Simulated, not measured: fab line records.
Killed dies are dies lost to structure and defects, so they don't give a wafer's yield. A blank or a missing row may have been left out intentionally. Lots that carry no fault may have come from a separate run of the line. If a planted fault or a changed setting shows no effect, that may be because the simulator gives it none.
Which of the tools did it? || flow gf180mcu || 15 lots with 45 wafers sampled at 4 steps, on a route of 602 steps

== WHAT THE GAUGES SHOWED, per wafer ==
No reading from a measuring or inspecting step in the record can be judged against a usual standard deviation.

== WHAT TOOL EACH LOT RAN ON (gives the tool, then ch and the chambers of the sampled wafers, and finally the start) ==
{"lot": "L645", "GF_V3_SPUTTER_21": "pvd-sputter-03, day 22 17:58", "GF_V3_SPUTTER_22": "pvd-sputter-03, day 22 18:02", "GF_V3_CMP_26": "cmp-02 ch 0,1,2, day 22 18:31", "GF_M4_PEB_12": "litho-track-04 ch 0, day 23 17:39"}
{"lot": "L646", "GF_V3_SPUTTER_21": "pvd-sputter-02, day 22 20:26", "GF_V3_SPUTTER_22": "pvd-sputter-02, day 22 20:30", "GF_V3_CMP_26": "cmp-01 ch 0,2, day 22 20:53", "GF_M4_PEB_12": "litho-track-02 ch 0, day 23 19:07"}
{"lot": "L647", "GF_V3_SPUTTER_21": "pvd-sputter-02, day 23 19:58", "GF_V3_SPUTTER_22": "pvd-sputter-02, day 23 20:02", "GF_V3_CMP_26": "cmp-01 ch 0,1,3, day 23 20:29", "GF_M4_PEB_12": "litho-track-01 ch 0, day 24 18:33"}
{"lot": "L649", "GF_V3_SPUTTER_21": "pvd-sputter-02, day 23 21:54", "GF_V3_SPUTTER_22": "pvd-sputter-02, day 23 21:58", "GF_V3_CMP_26": "cmp-01 ch 0,1,2, day 23 22:26", "GF_M4_PEB_12": "litho-track-04 ch 0, day 24 21:25"}
{"lot": "L654", "GF_V3_SPUTTER_21": "pvd-sputter-02, day 25 14:47", "GF_V3_SPUTTER_22": "pvd-sputter-02, day 25 14:50", "GF_V3_CMP_26": "cmp-02 ch 0,3, day 25 15:13", "GF_M4_PEB_12": "litho-track-01, day 26 12:17"}
{"lot": "L655", "GF_V3_SPUTTER_21": "pvd-sputter-02, day 25 19:53", "GF_V3_SPUTTER_22": "pvd-sputter-02, day 25 19:57", "GF_V3_CMP_26": "cmp-01 ch 2,3, day 25 20:20", "GF_M4_PEB_12": "litho-track-01, day 26 16:34"}
{"lot": "L656", "GF_V3_SPUTTER_21": "pvd-sputter-03, day 26 08:40", "GF_V3_SPUTTER_22": "pvd-sputter-03, day 26 08:44", "GF_V3_CMP_26": "cmp-01 ch 0,1, day 26 09:04", "GF_M4_PEB_12": "litho-track-04, day 27 06:12"}
{"lot": "L658", "GF_V3_SPUTTER_21": "pvd-sputter-02, day 26 22:36", "GF_V3_SPUTTER_22": "pvd-sputter-02, day 26 22:40", "GF_V3_CMP_26": "cmp-02 ch 1,2,3, day 26 22:59", "GF_M4_PEB_12": "litho-track-04 ch 0, day 27 18:53"}
{"lot": "L661", "GF_V3_SPUTTER_21": "pvd-sputter-02, day 27 16:55", "GF_V3_SPUTTER_22": "pvd-sputter-02, day 27 16:59", "GF_V3_CMP_26": "cmp-02 ch 0,2,3, day 27 17:22", "GF_M4_PEB_12": "litho-track-01 ch 0, day 28 12:35"}
{"lot": "L662", "GF_V3_SPUTTER_21": "pvd-sputter-01, day 27 23:42", "GF_V3_SPUTTER_22": "pvd-sputter-01, day 27 23:46", "GF_V3_CMP_26": "cmp-01 ch 0,2,3, day 28 00:05", "GF_M4_PEB_12": "litho-track-04 ch 0, day 28 19:39"}
{"lot": "L663", "GF_V3_SPUTTER_21": "pvd-sputter-03, day 28 11:50", "GF_V3_SPUTTER_22": "pvd-sputter-03, day 28 11:54", "GF_V3_CMP_26": "cmp-02 ch 1,2,3, day 28 12:17", "GF_M4_PEB_12": "litho-track-04 ch 0, day 29 07:56"}
{"lot": "L664", "GF_V3_SPUTTER_21": "pvd-sputter-01, day 28 14:49", "GF_V3_SPUTTER_22": "pvd-sputter-01, day 28 14:53", "GF_V3_CMP_26": "cmp-02 ch 1,2,3, day 28 15:13", "GF_M4_PEB_12": "litho-track-02 ch 0, day 29 10:48"}
{"lot": "L665", "GF_V3_SPUTTER_21": "pvd-sputter-01, day 28 23:17", "GF_V3_SPUTTER_22": "pvd-sputter-01, day 28 23:20", "GF_V3_CMP_26": "cmp-01 ch 1,2,3, day 28 23:43", "GF_M4_PEB_12": "litho-track-04 ch 0, day 29 19:08"}
{"lot": "L666", "GF_V3_SPUTTER_21": "pvd-sputter-03, day 29 06:41", "GF_V3_SPUTTER_22": "pvd-sputter-03, day 29 06:44", "GF_V3_CMP_26": "cmp-01 ch 1,3, day 29 07:04", "GF_M4_PEB_12": "litho-track-04 ch 0, day 30 02:20"}
{"lot": "L667", "GF_V3_SPUTTER_21": "pvd-sputter-02, day 29 11:14", "GF_V3_SPUTTER_22": "pvd-sputter-02, day 29 11:18", "GF_V3_CMP_26": "cmp-01 ch 0,2,3, day 29 11:44", "GF_M4_PEB_12": "litho-track-04 ch 0, day 30 07:04"}
- GF_V3_SPUTTER_21: material Ti, target thk 15 nm, time 80.02 s.
- GF_V3_SPUTTER_22: material TiN, target thk 10 nm, time 40 s.
- GF_V3_CMP_26: polishes, stops on SiO2, t overpolish 15 s, target thk 0 nm.
- GF_M4_PEB_12: peb time 90 s.

== WHAT THE TOOLS THEMSELVES READ (means of the sampled wafers that have a number; where no wafer has one, the mark that the record gives instead) ==
GF_V3_SPUTTER_21. Usual: throttle-valve-pct reads 29.9 % (standard deviation 1.2).
{"lot": "L645", "tool": "pvd-sputter-03", "throttle-valve-pct (%)": 30.1, "flag": ""}
{"lot": "L646", "tool": "pvd-sputter-02", "throttle-valve-pct (%)": 31.4, "flag": ""}
{"lot": "L647", "tool": "pvd-sputter-02", "throttle-valve-pct (%)": 29.2, "flag": ""}
{"lot": "L649", "tool": "pvd-sputter-02", "throttle-valve-pct (%)": 28.7, "flag": ""}
{"lot": "L654", "tool": "pvd-sputter-02", "throttle-valve-pct (%)": 29.4, "flag": ""}
{"lot": "L655", "tool": "pvd-sputter-02", "throttle-valve-pct (%)": 29.3, "flag": ""}
{"lot": "L656", "tool": "pvd-sputter-03", "throttle-valve-pct (%)": 29.8, "flag": ""}
{"lot": "L658", "tool": "pvd-sputter-02", "throttle-valve-pct (%)": 30.0, "flag": ""}
{"lot": "L661", "tool": "pvd-sputter-02", "throttle-valve-pct (%)": 28.9, "flag": ""}
{"lot": "L662", "tool": "pvd-sputter-01", "throttle-valve-pct (%)": 30.1, "flag": ""}
{"lot": "L663", "tool": "pvd-sputter-03", "throttle-valve-pct (%)": 29.7, "flag": ""}
{"lot": "L664", "tool": "pvd-sputter-01", "throttle-valve-pct (%)": 30.7, "flag": ""}
{"lot": "L665", "tool": "pvd-sputter-01", "throttle-valve-pct (%)": 30.5, "flag": ""}
{"lot": "L666", "tool": "pvd-sputter-03", "throttle-valve-pct (%)": 29.9, "flag": ""}
{"lot": "L667", "tool": "pvd-sputter-02", "throttle-valve-pct (%)": 30.5, "flag": ""}

GF_V3_SPUTTER_22. Usual: throttle-valve-pct reads 29.9 % (standard deviation 1.2).
{"lot": "L645", "tool": "pvd-sputter-03", "throttle-valve-pct (%)": 30.0, "flag": ""}
{"lot": "L646", "tool": "pvd-sputter-02", "throttle-valve-pct (%)": 31.3, "flag": ""}
{"lot": "L647", "tool": "pvd-sputter-02", "throttle-valve-pct (%)": 29.4, "flag": ""}
{"lot": "L649", "tool": "pvd-sputter-02", "throttle-valve-pct (%)": 28.6, "flag": ""}
{"lot": "L654", "tool": "pvd-sputter-02", "throttle-valve-pct (%)": 29.3, "flag": ""}
{"lot": "L655", "tool": "pvd-sputter-02", "throttle-valve-pct (%)": 29.1, "flag": ""}
{"lot": "L656", "tool": "pvd-sputter-03", "throttle-valve-pct (%)": 29.8, "flag": ""}
{"lot": "L658", "tool": "pvd-sputter-02", "throttle-valve-pct (%)": 29.9, "flag": ""}
{"lot": "L661", "tool": "pvd-sputter-02", "throttle-valve-pct (%)": 28.8, "flag": ""}
{"lot": "L662", "tool": "pvd-sputter-01", "throttle-valve-pct (%)": 30.0, "flag": ""}
{"lot": "L663", "tool": "pvd-sputter-03", "throttle-valve-pct (%)": 29.7, "flag": ""}
{"lot": "L664", "tool": "pvd-sputter-01", "throttle-valve-pct (%)": 30.7, "flag": ""}
{"lot": "L665", "tool": "pvd-sputter-01", "throttle-valve-pct (%)": 30.6, "flag": ""}
{"lot": "L666", "tool": "pvd-sputter-03", "throttle-valve-pct (%)": 29.8, "flag": ""}
{"lot": "L667", "tool": "pvd-sputter-02", "throttle-valve-pct (%)": 30.5, "flag": ""}

GF_V3_CMP_26. Usual: edge-zone-pressure-frac 1.000, standard deviation 0.0053; motor-current-A 10.7 A, standard deviation 0.62; overpolish-run-s 15.000 s, standard deviation 0.0083; slurry-flow-ml-min 149.9, standard deviation 0.48; time-to-endpoint-s 85 s, standard deviation 4.
{"lot": "L645", "tool": "cmp-02", "edge-zone-pressure-frac": 1.002, "motor-current-A (A)": 11.0, "overpolish-run-s (s)": 15.007, "slurry-flow-ml-min": 149.9, "time-to-endpoint-s (s)": 83, "flag": ""}
{"lot": "L646", "tool": "cmp-01", "edge-zone-pressure-frac": 1.002, "motor-current-A (A)": 11.2, "overpolish-run-s (s)": 14.998, "slurry-flow-ml-min": 150.0, "time-to-endpoint-s (s)": 85, "flag": ""}
{"lot": "L647", "tool": "cmp-01", "edge-zone-pressure-frac": 0.999, "motor-current-A (A)": 10.6, "overpolish-run-s (s)": 14.988, "slurry-flow-ml-min": 150.0, "time-to-endpoint-s (s)": 83, "flag": ""}
{"lot": "L649", "tool": "cmp-01", "edge-zone-pressure-frac": 0.996, "motor-current-A (A)": 11.0, "overpolish-run-s (s)": 15.003, "slurry-flow-ml-min": 149.8, "time-to-endpoint-s (s)": 84, "flag": ""}
{"lot": "L654", "tool": "cmp-02", "edge-zone-pressure-frac": 1.001, "motor-current-A (A)": 10.4, "overpolish-run-s (s)": 15.005, "slurry-flow-ml-min": 150.1, "time-to-endpoint-s (s)": 88, "flag": ""}
{"lot": "L655", "tool": "cmp-01", "edge-zone-pressure-frac": 1.001, "motor-current-A (A)": 11.0, "overpolish-run-s (s)": 14.996, "slurry-flow-ml-min": 149.6, "time-to-endpoint-s (s)": 82, "flag": ""}
{"lot": "L656", "tool": "cmp-01", "edge-zone-pressure-frac": 0.999, "motor-current-A (A)": 9.9, "overpolish-run-s (s)": 15.001, "slurry-flow-ml-min": 150.6, "time-to-endpoint-s (s)": 90, "flag": ""}
{"lot": "L658", "tool": "cmp-02", "edge-zone-pressure-frac": 0.998, "motor-current-A (A)": 10.6, "overpolish-run-s (s)": 15.005, "slurry-flow-ml-min": 149.8, "time-to-endpoint-s (s)": 83, "flag": ""}
{"lot": "L661", "tool": "cmp-02", "edge-zone-pressure-frac": 1.000, "motor-current-A (A)": 10.7, "overpolish-run-s (s)": 15.001, "slurry-flow-ml-min": 150.3, "time-to-endpoint-s (s)": 86, "flag": ""}
{"lot": "L662", "tool": "cmp-01", "edge-zone-pressure-frac": 0.998, "motor-current-A (A)": 11.1, "overpolish-run-s (s)": 15.001, "slurry-flow-ml-min": 150.0, "time-to-endpoint-s (s)": 84, "flag": ""}
{"lot": "L663", "tool": "cmp-02", "edge-zone-pressure-frac": 1.003, "motor-current-A (A)": 10.8, "overpolish-run-s (s)": 14.999, "slurry-flow-ml-min": 149.6, "time-to-endpoint-s (s)": 80, "flag": ""}
{"lot": "L664", "tool": "cmp-02", "edge-zone-pressure-frac": 0.998, "motor-current-A (A)": 11.0, "overpolish-run-s (s)": 14.999, "slurry-flow-ml-min": 150.2, "time-to-endpoint-s (s)": 87, "flag": ""}
{"lot": "L665", "tool": "cmp-01", "edge-zone-pressure-frac": 1.001, "motor-current-A (A)": 10.5, "overpolish-run-s (s)": 15.003, "slurry-flow-ml-min": 149.8, "time-to-endpoint-s (s)": 81, "flag": ""}
{"lot": "L666", "tool": "cmp-01", "edge-zone-pressure-frac": 0.995, "motor-current-A (A)": 10.1, "overpolish-run-s (s)": 14.996, "slurry-flow-ml-min": 149.7, "time-to-endpoint-s (s)": 83, "flag": ""}
{"lot": "L667", "tool": "cmp-01", "edge-zone-pressure-frac": 1.001, "motor-current-A (A)": 10.8, "overpolish-run-s (s)": 15.000, "slurry-flow-ml-min": 150.0, "time-to-endpoint-s (s)": 86, "flag": ""}

GF_M4_PEB_12. Usual: chill-plate-temp-C 23.02 C, standard deviation 0.11; exhaust-pa 45.0 Pa, standard deviation 0.83.
{"lot": "L645", "tool": "litho-track-04", "chill-plate-temp-C (C)": 23.06, "exhaust-pa (Pa)": 44.9, "flag": ""}
{"lot": "L646", "tool": "litho-track-02", "chill-plate-temp-C (C)": 22.98, "exhaust-pa (Pa)": 44.2, "flag": ""}
{"lot": "L647", "tool": "litho-track-01", "chill-plate-temp-C (C)": 23.04, "exhaust-pa (Pa)": 44.5, "flag": ""}
{"lot": "L649", "tool": "litho-track-04", "chill-plate-temp-C (C)": 22.83, "exhaust-pa (Pa)": 44.1, "flag": ""}
{"lot": "L654", "tool": "litho-track-01", "chill-plate-temp-C (C)": "-", "exhaust-pa (Pa)": "-", "flag": "OFF"}
{"lot": "L655", "tool": "litho-track-01", "chill-plate-temp-C (C)": "-", "exhaust-pa (Pa)": "-", "flag": "OFF"}
{"lot": "L656", "tool": "litho-track-04", "chill-plate-temp-C (C)": "-", "exhaust-pa (Pa)": "-", "flag": "OFF"}
{"lot": "L658", "tool": "litho-track-04", "chill-plate-temp-C (C)": 23.00, "exhaust-pa (Pa)": 45.1, "flag": ""}
{"lot": "L661", "tool": "litho-track-01", "chill-plate-temp-C (C)": 22.99, "exhaust-pa (Pa)": 45.5, "flag": ""}
{"lot": "L662", "tool": "litho-track-04", "chill-plate-temp-C (C)": 22.93, "exhaust-pa (Pa)": 44.8, "flag": ""}
{"lot": "L663", "tool": "litho-track-04", "chill-plate-temp-C (C)": 23.11, "exhaust-pa (Pa)": 45.5, "flag": ""}
{"lot": "L664", "tool": "litho-track-02", "chill-plate-temp-C (C)": 23.07, "exhaust-pa (Pa)": 46.0, "flag": ""}
{"lot": "L665", "tool": "litho-track-04", "chill-plate-temp-C (C)": 22.89, "exhaust-pa (Pa)": 46.2, "flag": ""}
{"lot": "L666", "tool": "litho-track-04", "chill-plate-temp-C (C)": 23.11, "exhaust-pa (Pa)": 45.7, "flag": ""}
{"lot": "L667", "tool": "litho-track-04", "chill-plate-temp-C (C)": 22.93, "exhaust-pa (Pa)": 45.8, "flag": ""}

== THE ANSWER, worked out from the rows above alone ==
Rule: take the mean of a lot's wafers that have a number; if it is more than 3 standard deviations from the usual mean, the lot is off. Also off: a lot with no number at a reading for which 4 or more lots have one. Where the step has rows for the other lots, those lots are counted as sound. After the gauges, taken in route order, come the tools' own readings; for these a lot's mean is taken, as printed above. At the first step where some lot is off, the reading lying furthest off is the one used; lots without a number count as furthest.
Off: L654, L655, L656, at GF_M4_PEB_12 (chill-plate-temp-C). Without a number there: L654, L655, L656.
If a tool, at that step or one of the process steps before it, ran each lot that is off and ran no sound lot following the first of them, it fits. Not one of the candidates tried fits.

== WHAT THE SIMULATOR HAD PUT IN ==
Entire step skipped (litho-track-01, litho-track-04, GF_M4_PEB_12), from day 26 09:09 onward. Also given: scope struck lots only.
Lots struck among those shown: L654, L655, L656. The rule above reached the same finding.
